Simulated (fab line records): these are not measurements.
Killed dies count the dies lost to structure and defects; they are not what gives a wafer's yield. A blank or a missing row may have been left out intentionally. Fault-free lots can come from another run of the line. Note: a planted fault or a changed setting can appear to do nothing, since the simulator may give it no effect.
2 desks looking at one fault || flow sfqLine || each desk holds nothing but its own numbers, with what lay behind them at the end

== FOR THE TOOL OWNER'S DESK: lithoTrack-03 ==
The tool's own readings at SFQ_TRILAYER_JJ_CE_LITHO_PEB_117 (peb time 60 s): means of the sampled wafers that have a number, for each lot that ran on this tool. A lot is out of limits, marked OUT, if its mean lies more than 4 standard deviations from the usual mean; the brackets give that distance.
Columns: A = exhaustPa at SFQ_TRILAYER_JJ_CE_LITHO_PEB_117, usual 45.1 Pa; B = resistLineTempC at SFQ_TRILAYER_JJ_CE_LITHO_PEB_117, usual 23.02 C
{"lot": "L125", "first seen here": "day 41 11:31", "A": 44.6, "B": 23.07}
{"lot": "L128", "first seen here": "day 42 12:31", "A": 45.8, "B": 22.89}
{"lot": "L131", "first seen here": "day 43 05:22", "A": 45.4, "B": 23.03}
{"lot": "L134", "first seen here": "day 44 10:08", "A": 46.1, "B": 23.07}
{"lot": "L141", "first seen here": "day 46 18:35", "A": 44.0, "B": 23.08}
This desk's finding: nothing out of limits on any of the 5 lots.

== THE METROLOGY DESK ==
What the gauges read, lot by lot, whatever tool the lot ran on: means of the sampled wafers that have a number. A lot is out of limits, marked OUT, if its mean lies more than 4 standard deviations from the usual mean; the brackets give that distance.
Columns: A = M4_OVL at SFQ_M4_OVL_MEAS_926, usual 1 nm; B = I4_OVL at SFQ_I4_OVL_MEAS_928, usual -4 nm
{"lot": "L123", "first seen here": "day 34 06:31", "A": -1, "B": -9}
{"lot": "L124", "first seen here": "day 34 08:55", "A": 0, "B": -4}
{"lot": "L125", "first seen here": "day 34 10:06", "A": -7, "B": -0}
{"lot": "L126", "first seen here": "day 34 17:06", "A": 3, "B": -5}
{"lot": "L128", "first seen here": "day 35 02:42", "A": -2, "B": -8}
{"lot": "L131", "first seen here": "day 35 16:55", "A": -10, "B": -8}
{"lot": "L134", "first seen here": "day 36 14:13", "A": 0, "B": 3}
{"lot": "L136", "first seen here": "day 37 03:25", "A": 5, "B": -6}
{"lot": "L137", "first seen here": "day 37 11:49", "A": -5, "B": -6}
{"lot": "L140", "first seen here": "day 38 01:02", "A": 12, "B": -1}
{"lot": "L141", "first seen here": "day 38 08:13", "A": 2, "B": -14}
{"lot": "L142", "first seen here": "day 38 19:01", "A": 1, "B": 7}
{"lot": "L144", "first seen here": "day 39 04:37", "A": 6, "B": -9}
{"lot": "L145", "first seen here": "day 39 08:14", "A": 2, "B": -6}
{"lot": "L146", "first seen here": "day 39 09:25", "A": 1, "B": 4}
This desk's finding: nothing out of limits on any of the 15 lots.

== BROUGHT TOGETHER ==
The desk of the tool owner found nothing out of limits.
Metrology desk: nothing out of limits seen.

== WHAT THE SIMULATOR PUT IN ==
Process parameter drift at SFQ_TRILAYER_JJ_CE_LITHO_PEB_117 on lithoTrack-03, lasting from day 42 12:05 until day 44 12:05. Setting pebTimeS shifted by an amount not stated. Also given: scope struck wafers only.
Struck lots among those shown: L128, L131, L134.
